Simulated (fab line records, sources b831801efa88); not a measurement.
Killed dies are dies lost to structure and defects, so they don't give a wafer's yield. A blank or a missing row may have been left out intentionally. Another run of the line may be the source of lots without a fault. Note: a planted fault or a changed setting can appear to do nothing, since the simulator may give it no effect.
A lot that was struck, set against a sound lot / flow sfq-line / 42 out of 325 route steps
Sound: these wafers, L257.1, L257.2, L257.3. Struck: wafers L266.3, L266.4. (L266.5 of the same lot was not struck and is left out.) The cause comes at the end.
Each step with rows lists, per side, the tool, then ch with its chambers, then its first start. Under that, the readings that differ: sound wafers / struck wafers / difference of the means / sigmas: that difference in standard deviations of wafers without a fault.
alike: readings with means less than 2 such deviations apart, plus words and numbers identical on both sides. not compared: withheld readings, readings lacking a value on some wafer, bounds such as >300 that could conceal the same value, and numbers that have no deviation in the record and whose values overlap.
Wherever a step has rows on one side only, a row that says differs or no value, or a row with sigmas, the two part there. When numbers do not overlap yet have no deviation, they are printed without sigmas and do not part them. A reading missing from all wafers of one side parts the sides only when that side holds two or more wafers.

first, 6 steps without rows for these wafers: SFQ_TRILAYER_L0_VIA_LITHO_COAT_018 (resist thk 62 nm); SFQ_TRILAYER_L0_VIA_LITHO_COAT_013 (resist thk 650 nm); SFQ_TRILAYER_L0_VIA_LITHO_SOFTBAKE_017; SFQ_TRILAYER_L0_VIA_LITHO_EXPOSE_014 (exposes mask L0V, target cd 700 nm); SFQ_TRILAYER_L0_VIA_LITHO_PEB_016 (peb time 60 s); SFQ_TRILAYER_L0_VIA_LITHO_DEVELOP_015 (time 60 s).
SFQ_L0V_OVL_MEAS_903:
  sound: overlay-01 at day 9 04:32; struck: overlay-01 at day 12 03:50
  alike: L0V_OVL
then, 2 steps without rows for these wafers: SFQ_TRILAYER_L0_VIA_BARC_OPEN_VIA_ETCH_021 (etches BARC in O2, target depth 125 nm, time 41.7 s); SFQ_TRILAYER_L0_VIA_ETCH_VIA_ETCH_016 (etches SiO2 in CHF3, stops on MoNx KI, target depth 80 nm).
SFQ_TRILAYER_L0_VIA_STRIP_STRIP_017: strips in O2.
  sound on rie-metal-04 ch 0,1, day 9 04:39; struck on rie-metal-02 ch 0,1, day 12 04:09
reading=platen-temp-c (C); sound=40.09 40.06 39.91; struck=39.77 39.82; difference=-0.23; sigmas=-2
  alike: drypump-motor-current-A, oes-product-au
  not compared: rf-hours-counter-h
then, 2 steps without rows for these wafers: SFQ_TRILAYER_L0_VIA_STRIP_SOLV_CLEAN_018 (cleans in NMP, time 600 s); SFQ_TRILAYER_M0_DEP_PRE_CLEAN_020 (time 15 s).
SFQ_TRILAYER_M0_DEP_SPUTTER_019: material Nb, target thk 200 nm, time 133.3 s.
  sound: pvd-sputter-03 at day 9 05:27; struck: pvd-sputter-03 at day 12 04:45
reading=model.Nb_of_TRILAYER_M0_DEP_SPUTTER_019.thk-nm (nm); sound=201.5 202.2 203.8; struck=175.6 175.9; difference=-26.8; sigmas=
  alike: base-pressure-pa, throttle-valve-pct
SFQ_M0_RS_MEAS_904: measurement is done with a four-point probe.
  sound: film-metro-02 at day 9 05:32; struck: film-metro-03 at day 12 04:53
reading=M0_NB_RS (ohm/sq); sound=0.881 0.878 0.869; struck=1.017 1.013; difference=+0.139; sigmas=+13
then, 6 steps without rows for these wafers: SFQ_TRILAYER_M0_LITHO_COAT_026 (resist thk 62 nm); SFQ_TRILAYER_M0_LITHO_COAT_021 (resist thk 600 nm); SFQ_TRILAYER_M0_LITHO_SOFTBAKE_025; SFQ_TRILAYER_M0_LITHO_EXPOSE_022 (exposes mask M0, target cd 500 nm); SFQ_TRILAYER_M0_LITHO_PEB_024 (peb time 60 s); SFQ_TRILAYER_M0_LITHO_DEVELOP_023 (time 60 s).
SFQ_M0_OVL_MEAS_906:
  sound: overlay-02 at day 13 06:13; struck: overlay-02 at day 13 18:19
  alike: M0_OVL
SFQ_TRILAYER_M0_BARC_OPEN_METAL_ETCH_031: etches BARC in O2, target depth 125 nm, time 41.7 s.
  sound on rie-metal-01 ch 0,1, day 13 06:16; struck on rie-metal-03 ch 0, day 13 18:22
  alike: bias-w, drypump-motor-current-A, oes-product-au
  not compared: rf-hours-counter-h
SFQ_TRILAYER_M0_ETCH_METAL_ETCH_024: etches Nb in Cl2/Ar, stops on SiO2, target depth 240 nm, time 120 s.
  sound on rie-metal-01 ch 0,1, day 13 06:19; struck on rie-metal-03 ch 0, day 13 18:32
reading=oes-product-au (a.u.); sound=0.893 0.901 0.905; struck=0.831 0.836; difference=-0.066; sigmas=-9
  alike: bias-w, drypump-motor-current-A
  not compared: rf-hours-counter-h
SFQ_TRILAYER_M0_STRIP_STRIP_025: strips in O2.
  sound on rie-metal-01 ch 0,1, day 13 06:26; struck on rie-metal-03 ch 0, day 13 19:06
  alike: drypump-motor-current-A, oes-product-au, platen-temp-c
  not compared: rf-hours-counter-h
then, 3 steps without rows for these wafers: SFQ_TRILAYER_M0_STRIP_SOLV_CLEAN_026 (cleans in NMP, time 600 s); SFQ_TRILAYER_I0_DEP_PECVD_027 (deposits SiO2 from SiH4/N2O, time 111.11 s, target thk 500 nm); SFQ_TRILAYER_I0_CMP_CMP_028 (polishes SiO2).
SFQ_I0_BOW_MEAS_907:
  sound: film-metro-02 at day 13 12:01; struck: film-metro-02 at day 14 03:03
  alike: I0_BOW
then, 7 steps without rows for these wafers: SFQ_TRILAYER_I0_METRO_MEASURE_029; SFQ_TRILAYER_I0_VIA_LITHO_COAT_036 (resist thk 62 nm); SFQ_TRILAYER_I0_VIA_LITHO_COAT_031 (resist thk 650 nm); SFQ_TRILAYER_I0_VIA_LITHO_SOFTBAKE_035; SFQ_TRILAYER_I0_VIA_LITHO_EXPOSE_032 (exposes mask I0, target cd 500 nm); SFQ_TRILAYER_I0_VIA_LITHO_PEB_034 (peb time 60 s); SFQ_TRILAYER_I0_VIA_LITHO_DEVELOP_033 (time 60 s).
-- the record jumps here: 5 days lie between the struck wafers' starts before and after --
SFQ_I0_OVL_MEAS_908:
  sound: overlay-02 at day 17 21:53; struck: overlay-01 at day 18 20:41
  alike: I0_OVL
then, 1 step without rows for these wafers: SFQ_TRILAYER_I0_VIA_BARC_OPEN_VIA_ETCH_046 (etches BARC in O2, target depth 125 nm, time 41.7 s).
SFQ_TRILAYER_I0_VIA_ETCH_VIA_ETCH_034: etches SiO2 in CHF3, stops on Nb, target depth 260 nm.
  sound on rie-diel-04 ch 1,2, day 17 21:58; struck on rie-diel-03 ch 1,3, day 18 20:44
  alike: bias-w, drypump-motor-current-A, oes-product-au
SFQ_TRILAYER_I0_VIA_STRIP_STRIP_035: strips in O2.
  sound on rie-metal-02 ch 0,1, day 17 22:08; struck on rie-metal-02 ch 0,1, day 18 21:03
  alike: drypump-motor-current-A, oes-product-au, platen-temp-c
  not compared: rf-hours-counter-h
then, 2 steps without rows for these wafers: SFQ_TRILAYER_I0_VIA_STRIP_SOLV_CLEAN_036 (cleans in NMP, time 600 s); SFQ_TRILAYER_M1_DEP_PRE_CLEAN_038 (time 22.5 s).
-- the record jumps here: 57 days lie between the struck wafers' starts before and after --
SFQ_M8_BOW_MEAS_951:
  sound: film-metro-02 at day 70 20:44; struck: film-metro-02 at day 75 21:40
reading=model.etest.m0.ohm-um; sound=1.774 1.754 1.74; struck=2.019 2.012; difference=+0.260; sigmas=
reading=model.etest.m0.ohm-sq; sound=0.8837 0.8804 0.8737; struck=1.014 1.012; difference=+0.134; sigmas=
reading=model.etest.i0.link-ohm; sound=1.959 1.97 1.944; struck=2.085 2.094; difference=+0.132; sigmas=
  alike: M8_BOW

## WHERE THEY PART
Last at SFQ_TRILAYER_M0_ETCH_METAL_ETCH_024 as far as this record goes, first at SFQ_TRILAYER_L0_VIA_STRIP_STRIP_017. Later steps at which nothing parts them and some readings are alike: SFQ_TRILAYER_M0_STRIP_STRIP_025, SFQ_I0_BOW_MEAS_907, SFQ_I0_OVL_MEAS_908, SFQ_TRILAYER_I0_VIA_ETCH_VIA_ETCH_034, SFQ_TRILAYER_I0_VIA_STRIP_STRIP_035, SFQ_M8_BOW_MEAS_951.

WHY: whatever the simulator had introduced
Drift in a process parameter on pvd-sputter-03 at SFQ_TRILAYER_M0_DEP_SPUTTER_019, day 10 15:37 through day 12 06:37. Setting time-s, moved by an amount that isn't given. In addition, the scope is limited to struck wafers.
